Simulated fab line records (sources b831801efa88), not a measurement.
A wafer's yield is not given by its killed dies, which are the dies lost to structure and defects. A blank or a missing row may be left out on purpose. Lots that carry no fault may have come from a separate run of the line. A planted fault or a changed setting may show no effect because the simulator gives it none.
A struck lot beside a sound one + flow sky130 + 20 steps out of a route of 708
Sound: the wafers L781.4, L781.5, L781.6. Struck: wafers L798.1, L798.3, L798.5. The cause is given at the end.
Per side, at each step with rows, come the tool, then ch with its chambers, and then its first start. Under that, the readings that differ: sound wafers + struck wafers + difference of the means + sigmas: that difference in standard deviations of wafers without a fault.
alike: readings whose means differ by less than 2 such deviations, and words and numbers that are the same on both sides. not compared: withheld readings, readings that some wafer has no value for, bounds like >300 that may hide the same value, and numbers for which the record gives no deviation and whose values overlap.
A row with sigmas, a row that says differs or no value, or rows on one side alone: a step with any of these is where the two part. Non-overlapping numbers with no deviation appear without sigmas and do not part them. A reading missing from all wafers of one side parts the sides only when that side holds two or more wafers.

first, 6 steps without rows for these wafers: SKY_VT_ADJUST_PCH_HMDS_01 (prime time 60 s); SKY_VT_ADJUST_PCH_COAT_02 (resist thk 3000 nm); SKY_VT_ADJUST_PCH_SOFTBAKE_03; SKY_VT_ADJUST_PCH_EXPOSE_04 (exposes mask NWM, target cd 840 nm); SKY_VT_ADJUST_PCH_PEB_05; SKY_VT_ADJUST_PCH_DEVELOP_06 (develop time 60 s).
SKY_VT_ADJUST_PCH_OVL_MEAS_07:
  sound on overlay-01 at day 10 06:58; struck on overlay-01 at day 15 16:35
  alike: VT_ADJUST_PCH_OVL
next, for these wafers, 1 step has no rows: SKY_VT_ADJUST_PCH_IMPLANT_08.
SKY_VT_ADJUST_PCH_STRIP_09: strips in O2/N2.
  sound on plasma-asher-01 ch 0,1, day 10 07:10; struck on plasma-asher-02 ch 0,1, day 15 16:46
| reading                      | sound             | struck            | difference | sigmas |
|------------------------------|-------------------|-------------------|------------|--------|
| strip-time-to-endpoint-s (s) | 37.13 37.08 37.08 | 36.82 36.87 36.90 | -0.23      | -2     |
  alike: drypump-motor-current-A, oes-product-au
  not compared: rf-hours-counter-h
SKY_VT_ADJUST_PCH_TW_MEAS_10:
  sound on film-metro-01 at day 10 07:16; struck on film-metro-04 at day 15 16:52
| reading          | sound             | struck            | difference | sigmas |
|------------------|-------------------|-------------------|------------|--------|
| VT_ADJUST_PCH_TW | 141.4 140.3 141.0 | 143.5 143.1 143.2 | +2.4       | +3     |
then, 2 steps without rows for these wafers: SKY_SONOS_TUNNEL_DEHYDRATE_00 (time 60 s); SKY_SONOS_TUNNEL_HMDS_01 (prime time 60 s).
SKY_SONOS_TUNNEL_COAT_02: resist thk 1140 nm.
  sound on litho-track-01 ch 0, day 10 18:11; struck on litho-track-02, day 16 06:14
  no value came back on the struck wafers for chill-plate-temp-C (C), dispense-pressure-kPa (kPa); on the sound wafers chill-plate-temp-C (C) reads 22.90 22.98 22.93
then, 4 steps without rows for these wafers: SKY_SONOS_TUNNEL_SOFTBAKE_03 (time 60 s); SKY_SONOS_TUNNEL_EXPOSE_04 (exposes mask TUNM, target cd 410 nm); SKY_SONOS_TUNNEL_PEB_05; SKY_SONOS_TUNNEL_DEVELOP_06 (develop time 60 s).
SKY_SONOS_TUNNEL_CD_MEAS_07 targets a cd of 410 nm.
  sound on cd-sem-02 at day 11 05:42; struck on cd-sem-02 at day 16 20:20
| reading    | sound             | struck | difference                    | sigmas |
|------------|-------------------|--------|-------------------------------|--------|
| cd-nm (nm) | 410.8 408.0 408.3 | - - -  | no value on the struck wafers |        |
SKY_SONOS_TUNNEL_OVL_MEAS_08:
  sound on overlay-01 at day 11 05:47; struck on overlay-01 at day 16 20:28
| reading               | sound         | struck | difference                    | sigmas |
|-----------------------|---------------|--------|-------------------------------|--------|
| SONOS_TUNNEL_OVL (nm) | 1.9 -1.5 -0.5 | - - -  | no value on the struck wafers |        |
-- the record jumps here: 33 days lie between the struck wafers' starts before and after (it left off in module SONOS_TUNNEL and takes up again in module PAD_OPEN, whose first step shown is number 708 of the route) --
SKY_PAD_OPEN_PROBE_99:
  sound on prober-01 at day 45 18:08; struck on prober-02 at day 49 20:20
| reading             | sound     | struck                                                               | difference                   | sigmas |
|---------------------|-----------|----------------------------------------------------------------------|------------------------------|--------|
| hold                | - - -     | await-dispo/3.6h/scrap await-dispo/3.6h/scrap await-dispo/3.6h/scrap | no value on the sound wafers |        |
| killed-at-front-end | 25 19 22  | 397 422 419                                                          | +391                         | +85    |
| killed-dies         | 104 92 92 | 492 492 492                                                          | +396                         | +40    |
| killed-on-rim       | 12 13 17  | 96 96 96                                                             | +82                          | +20    |
  alike: killed_at_M0_to_M3, killed_at_M4_up, killed-at-contacts, killed-at-other, killed-open, killed-short

== WHERE THEY PART ==
At SKY_VT_ADJUST_PCH_STRIP_09 first; at SKY_PAD_OPEN_PROBE_99 last (within this record only).

WHY: what the simulator had put in
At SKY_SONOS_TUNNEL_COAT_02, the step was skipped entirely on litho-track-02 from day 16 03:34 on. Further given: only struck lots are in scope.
